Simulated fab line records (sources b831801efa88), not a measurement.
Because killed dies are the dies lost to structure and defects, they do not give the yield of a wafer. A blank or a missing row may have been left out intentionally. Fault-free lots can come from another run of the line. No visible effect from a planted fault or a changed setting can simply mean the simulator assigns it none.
A single fault, viewed from 2 desks    flow gf180mcu    each desk has only its own numbers; what lay behind them comes last

== THE TOOL OWNER'S DESK: implanter-03 ==
The tool's own readings at GF_MVPSD_IMPLANT_09, given as means over the sampled wafers that have a number, one for each lot that went through this tool. If a lot's mean is further than 4 standard deviations from the usual mean, the lot is out of limits and carries the mark OUT (the distance appears in the brackets).
Columns: A = dose-ions-cm2 at GF_MVPSD_IMPLANT_09, usual 4.998e+12; B = faraday-current-uA at GF_MVPSD_IMPLANT_09, usual 28.1
lot   first seen here  A                            B
L523  day 6 18:20      5.001e+12                    28.6
L524  day 7 00:36      4.999e+12                    28.1
L526  day 7 13:12      4.998e+12                    28.2
L527  day 7 18:45      5.002e+12                    27.8
L529  day 8 06:02      8.835e+12 (+99 or more) OUT  49.5 (+40) OUT
L531  day 8 16:20      8.836e+12 (+99 or more) OUT  50.6 (+42) OUT
This desk's finding: out of limits on L529, L531; first on L529, day 8 06:02 (dose-ions-cm2 at GF_MVPSD_IMPLANT_09). L523, L524, L526, L527: within limits.

== METROLOGY DESK ==
Lot by lot, what the gauges showed, no matter which tool ran the lot: averages of those sampled wafers that carry a number. If a lot's mean is further than 4 standard deviations from the usual mean, the lot is out of limits and carries the mark OUT (the distance appears in the brackets).
Columns: A = NWELL_OVL at GF_NWELL_OVL_MEAS_07, usual -0.5 nm; B = MVPSD_OVL at GF_MVPSD_OVL_MEAS_07, usual 0.2 nm; C = MVPSD_TW at GF_MVPSD_TW_MEAS_11, usual 551.2; D = MVPSD_RS at GF_VT_IMPLANT_RS_MEAS_49, usual 1167.1 ohm/sq
lot   first seen here  A     B     C                 D
L520  day 4 07:01      -1.8  -0.9  552.2             1164.5
L521  day 4 16:24      -3.6  0.6   550.5             1165.5
L523  day 4 21:17      0.5   -0.6  551.9             1166.9
L524  day 5 04:11      -0.3  -0.3  552.8             1168.6
L525  day 5 10:28      -1.5  0.2   555.0             1170.2
L526  day 5 14:40      1.5   1.2   551.8             1166.0
L527  day 5 19:45      1.6   -1.1  552.7             1166.7
L528  day 5 23:53      -2.0  -2.0  553.2             1166.4
L529  day 6 06:29      -0.7  1.7   572.2 (+7.5) OUT  1034.9 (-46) OUT
L531  day 6 15:36      -1.4  -1.9  574.6 (+8.4) OUT  1033.6 (-46) OUT
L538  day 8 07:21      -0.1  -0.9  555.2             1169.7
L539  day 8 11:51      -1.0  -0.3  552.7             1168.9
Finding of this desk: L529, L531 out of limits, first seen on L529 at day 8 06:17 (MVPSD_TW at GF_MVPSD_TW_MEAS_11). L520, L521, L523, L524, L525, L526, L527, L528, L538, L539: within limits.

== PUT TOGETHER ==
An alarm could have come from the tool owner's desk at day 8 06:02, on L529, L531.
The metrology desk could have raised an alarm at day 8 06:17, on L529, L531.
Of the lots named, all ran GF_MVPSD_IMPLANT_09 on implanter-03.

== WHAT THE SIMULATOR HAD INSERTED ==
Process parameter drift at GF_MVPSD_IMPLANT_09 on implanter-03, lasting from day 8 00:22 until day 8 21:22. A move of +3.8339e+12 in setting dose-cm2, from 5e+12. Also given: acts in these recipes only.
Lots struck among those shown: L529, L531.
Fault start to first reading out of limits, in hours, per desk: tool owner, 6; metrology, 6.
